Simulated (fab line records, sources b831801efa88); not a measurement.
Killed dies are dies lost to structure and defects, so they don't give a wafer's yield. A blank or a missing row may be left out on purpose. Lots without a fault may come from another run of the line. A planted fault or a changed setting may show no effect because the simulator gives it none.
Problem report in the 8D (eight disciplines) form, filled by code | flow sky130 | the parts of the form that need people (team, actions taken, sign-off) are left out

1. THE PROBLEM
NWELL_2_TW at SKY_NWELL_TW_MEAS_26 reads a mean of 30 on 3 wafers of 1 lot; wafers without a fault read 494 with a standard deviation of 4.5. That is -99 or more standard deviations from the usual mean.
First seen on wafer L838.1, day 6 02:41, on film_metro-03. The record holds 39 wafers of 13 lots with a number at this step. Rule for "out", or "out of limits": more than 4 standard deviations from the usual mean. The other wafers with a number count as sound.

2. WHAT IT IS AND WHAT IT IS NOT
question                    | is                     | is not
which readings at this step | NWELL_2_TW             | -
which lots                  | L838                   | L836, L837, L848, L849, L850, L851, L852, L853, L856, L857, L858, L859
which wafers of those lots  | all that have a number | -
read on which gauges        | film_metro-03          | film_metro-02, film_metro-04
when                        | from day 6 02:41       | up to then (6 sound wafers); but 30 sound wafers of L848, L849, L850, L851, L852, L853, L856, L857, L858, L859 came after

3. SUSPECTS, AND WHAT RULES EACH OUT
Counting: a tool at a process step up to the reading stays a suspect if it ran every lot that is out and no sound lot after the first of them.
- the gauge at SKY_NWELL_TW_MEAS_26: ruled out. All the wafers that are out were read on film_metro-03, but those of them that SKY_NWELL_STRIP_14 has rows for are out there too, on other tools.
- rie_diel-02 at SKY_FIELD_ISO_ETCH_15 (etches the open film in CHF3/O2, stops on Si, target depth 180 nm, time 72 s): ruled out as a lasting fault. Sound lots L848, L849 ran on it after its first lot that is out, L838 (day 2 15:29).
- plasma_asher-02 at SKY_NWELL_STRIP_14 (strips in O2/N2): ruled out as a lasting fault. Sound lots L848, L849, L850, L851, L853 ran on it after its first lot that is out, L838 (day 5 07:34).
- plasma_asher-02 at SKY_NWELL_STRIP_25 (strips in O2/N2): ruled out as a lasting fault. Sound lots L849, L853, L859 ran on it after its first lot that is out, L838 (day 6 02:35).
Left after counting: nothing in the record.

4. THE CAUSE (what the simulator had put in)
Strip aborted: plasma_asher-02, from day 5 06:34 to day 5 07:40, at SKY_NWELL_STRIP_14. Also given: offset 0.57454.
Counting ruled it out, wrongly: the rule takes a fault to strike every lot that its tool runs from its start on, and this one did not.

5. THE CHAIN OF EFFECTS, in route order
Each row: a reading whose mean over the struck wafers that have a number lies more than 3 standard deviations from the usual. Only readings for which the record gives a usual standard deviation are gone through. hours: the time from each lot's start at the first step in this table that gives one to its start at this step, as a median over the lots. sigmas: the change in usual standard deviations.
hours | step                 | reading                  | usual      | on struck wafers | change | sigmas
0     | SKY_NWELL_STRIP_14   | oes_product_au           | 0.722 a.u. | 0.949            | +0.227 | +49
19    | SKY_NWELL_STRIP_25   | strip_time_to_endpoint_s | 36.95 s    | 50.14            | +13.19 | +99 or more
19    | SKY_NWELL_TW_MEAS_26 | NWELL_2_TW               | 494        | 30               | -464   | -99 or more
The process steps in it:
- SKY_NWELL_STRIP_14: strips in O2/N2.
- SKY_NWELL_STRIP_25: strips in O2/N2.
Readings that are blank on the struck wafers while sound wafers have them: strip_time_to_endpoint_s at SKY_NWELL_STRIP_14.
Later measuring or inspecting steps at which every struck wafer that the step has a row for has a number for every such reading, and none has moved that far: SKY_NWELL_RS_MEAS_29.

6. WHAT WOULD HAVE CAUGHT IT SOONER
In this record the first reading out of limits at a measuring or inspecting step was taken at day 6 02:41, 20 hours after the fault began at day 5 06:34.
The tool's own readings at SKY_NWELL_STRIP_14 were out on every struck wafer that the step has a row for (oes_product_au): an alarm limit on them would have fired on the first of those.
